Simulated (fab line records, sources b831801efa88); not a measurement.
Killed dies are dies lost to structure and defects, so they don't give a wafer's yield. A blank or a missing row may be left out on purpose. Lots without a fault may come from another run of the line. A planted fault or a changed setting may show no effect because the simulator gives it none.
Chamber matching | flow sky130 | SKY_CONTACT_CMP_27 on cmp-02: 4 sister chambers
The step polishes, stops on SiO2, t overpolish 15 s, target thk 0 nm. 22 wafers are shown with their chamber, then 11 later ones without.

WAFERS WITH THEIR CHAMBER
wafer  | chamber | motor_current_A (A) | time_to_endpoint_s (s) | edge_zone_pressure_frac
L075.2 | 0       | 10.8                | 88.9                   | 1.008
L075.3 | 1       | 11.4                | 77.6                   | 0.998
L075.6 | 2       | 12.8                | 83.9                   | 1.003
L078.1 | 0       | 10.9                | 85.6                   | 0.995
L078.3 | 2       | 12.2                | 82.0                   | 0.998
L078.4 | 3       | 12.8                | 80.5                   | 0.997
L079.3 | 2       | 12.1                | 79.4                   | 1.004
L079.4 | 1       | 11.6                | 77.9                   | 1.002
L079.6 | 1       | 12.1                | 77.0                   | 1.014
L082.1 | 1       | 11.9                | 74.2                   | 1.003
L082.3 | 3       | 11.7                | 79.1                   | 0.995
L082.4 | 2       | 12.9                | 76.1                   | 0.998
L083.2 | 2       | 12.7                | 79.0                   | 1.002
L083.4 | 0       | 10.2                | 84.0                   | 1.001
L083.5 | 2       | 12.3                | 83.9                   | 1.004
L085.1 | 3       | 11.9                | 80.0                   | 0.997
L085.3 | 2       | 12.5                | 79.5                   | 1.002
L085.4 | 1       | 11.6                | 78.5                   | 1.001
L086.1 | 0       | 10.5                | 77.2                   | 1.006
L086.3 | 2       | 13.3                | 77.3                   | 1.000
L086.6 | 1       | 11.9                | 75.9                   | 1.002
L087.2 | 1       | 12.4                | 78.3                   | 0.997

SIGNATURES (means of the wafers above)
reading                 | chamber 0 | chamber 1 | chamber 2 | chamber 3 | scatter within a chamber
motor_current_A         | 10.600    | 11.843    | 12.600    | 12.133    | 0.396
time_to_endpoint_s      | 83.925    | 77.057    | 80.138    | 79.867    | 2.85
edge_zone_pressure_frac | 1.00250   | 1.00243   | 1.00137   | 0.99633   | 0.00429
Rule: a wafer's distance from a chamber is the root of the sum, over the readings, of the square of ((its reading less the chamber's mean) divided by the reading's scatter). The wafer belongs to the nearest chamber; if the next one is less than 2 further off, it can't be placed. The scatter: the root of (the sum of the squares of (reading less its chamber's mean) over the shown wafers, divided by (wafers less chambers)).

WAFERS WITHOUT THEIR CHAMBER
wafer  | motor_current_A (A) | time_to_endpoint_s (s) | edge_zone_pressure_frac
L087.4 | 12.6                | 78.7                   | 0.999
L087.5 | 12.7                | 75.7                   | 0.998
L091.2 | 12.4                | 78.7                   | 1.004
L091.5 | 12.4                | 79.1                   | 1.000
L091.6 | 12.9                | 76.4                   | 1.000
L092.4 | 13.0                | 77.0                   | 1.003
L092.5 | 12.1                | 77.5                   | 1.001
L092.6 | 12.2                | 74.7                   | 0.998
L093.1 | 12.8                | 77.6                   | 0.996
L093.4 | 10.6                | 80.1                   | 0.997
L093.5 | 11.0                | 81.7                   | 0.996

WHICH CHAMBER EACH WENT THROUGH
wafer  | from the rows above          | in truth
L087.4 | can't be placed: 2 or 3 or 1 | 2
L087.5 | can't be placed: 2 or 3 or 1 | 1
L091.2 | can't be placed: 2 or 1 or 3 | 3
L091.5 | can't be placed: 2 or 3 or 1 | 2
L091.6 | can't be placed: 2 or 3 or 1 | 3
L092.4 | can't be placed: 2 or 3 or 1 | 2
L092.5 | can't be placed: 1 or 3 or 2 | 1
L092.6 | can't be placed: 1 or 3 or 2 | 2
L093.1 | can't be placed: 2 or 3 or 1 | 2
L093.4 | can't be placed: 0 or 1      | 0
L093.5 | can't be placed: 0 or 3 or 1 | 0
Placed correctly: 0 of 11. Can't be placed from these rows: 11 (the true chamber is among the candidates in 11). Placed wrongly: 0.
